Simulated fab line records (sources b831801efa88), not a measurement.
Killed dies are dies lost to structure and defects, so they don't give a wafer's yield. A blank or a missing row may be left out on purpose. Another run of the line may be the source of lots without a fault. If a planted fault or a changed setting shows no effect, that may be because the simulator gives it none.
One fault through the eyes of 2 desks -- flow sky130 -- each desk holds nothing but its own numbers, with what lay behind them at the end

== AT THE METROLOGY DESK ==
What the gauges read for every lot (on any tool): the sampled wafers with a number, averaged. If a lot's mean is further than 4 standard deviations from the usual mean, the lot is out of limits and carries the mark OUT (the distance appears in the brackets). Of its 8 readings 7 are shown: those that lie furthest out on some lot.
Columns: A = cd-nm at SKY_VIA2_CD_MEAS_12, usual 199.8 nm; B = VIA2_OVL at SKY_VIA2_OVL_MEAS_13, usual -7 nm; C = VIA2_W_RS at SKY_VIA2_RS_MEAS_22, usual 0.270 ohm/sq; D = CAPM_CVD_00_THK at SKY_CAPM_THK_MEAS_01, usual 15.47 nm; E = CAPM_TIN_RS at SKY_CAPM_RS_MEAS_03, usual 6.91 ohm/sq; F = CAPM_TIN_THK at SKY_CAPM_THK_MEAS_04, usual 200.0 nm; G = CAPM_OVL at SKY_CAPM_OVL_MEAS_12, usual -1.2 nm
lot,first seen here,A,B,C,D,E,F,G
L616,day 37 09:19,200.1,-13,0.268,15.48,6.97,198.6,-0.7
L624,day 39 18:07,199.2,-16,0.271,15.17,6.94,198.6,-2.9
L625,day 40 10:01,200.5,-11,0.269,15.64,6.96,198.5,-2.4
L631,day 41 20:20,199.7,-9,0.267,15.57,6.87,202.9,0.0
L633,day 42 12:55,199.7,-3,0.272,15.80,6.84,204.3,-1.3
L635,day 42 21:51,198.0,8,0.273,15.76,6.89,199.9,-3.1
Result from this desk: across the 6 lots, nothing is out of limits.

== AT THE TOOL OWNER'S DESK: cmp-02 ==
The tool's own readings at SKY_VIA2_CMP_24 (polishes, stops on SiO2, t overpolish 20 s, target thk 0 nm): means of the sampled wafers that have a number, for each lot that ran on this tool. If a lot's mean is further than 4 standard deviations from the usual mean, the lot is out of limits and carries the mark OUT (the distance appears in the brackets).
Columns: A = motor-current-A at SKY_VIA2_CMP_24, usual 12.1 A; B = overpolish-run-s at SKY_VIA2_CMP_24, usual 20.000 s; C = time-to-endpoint-s at SKY_VIA2_CMP_24, usual 104 s
lot,first seen here,A,B,C
L616,day 37 10:39,13.3,19.999,107
L624,day 39 19:30,12.9,19.995,56 (-13) OUT
L625,day 40 11:15,12.5,19.998,57 (-12) OUT
Finding of this desk: L624, L625 out of limits; the first was L624 at day 39 19:30, on time-to-endpoint-s at SKY_VIA2_CMP_24. In limits: L616.

== BROUGHT TOGETHER ==
The tool owner's desk could have raised an alarm at day 39 19:30, on L624, L625.
At the metrology desk, nothing out of limits was observed.
The metrology desk has L624, L625 on record, within its limits.
SKY_VIA2_CMP_24 was run on cmp-02 by each of the lots named.

== WHAT HAD BEEN PUT IN BY THE SIMULATOR ==
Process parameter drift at SKY_VIA2_CMP_24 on cmp-02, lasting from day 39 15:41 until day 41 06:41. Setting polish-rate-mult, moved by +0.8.
Shown lots that were struck: L624, L625.
Delay in hours, fault start to first out-of-limits reading, by desk: the tool owner's desk at 4.
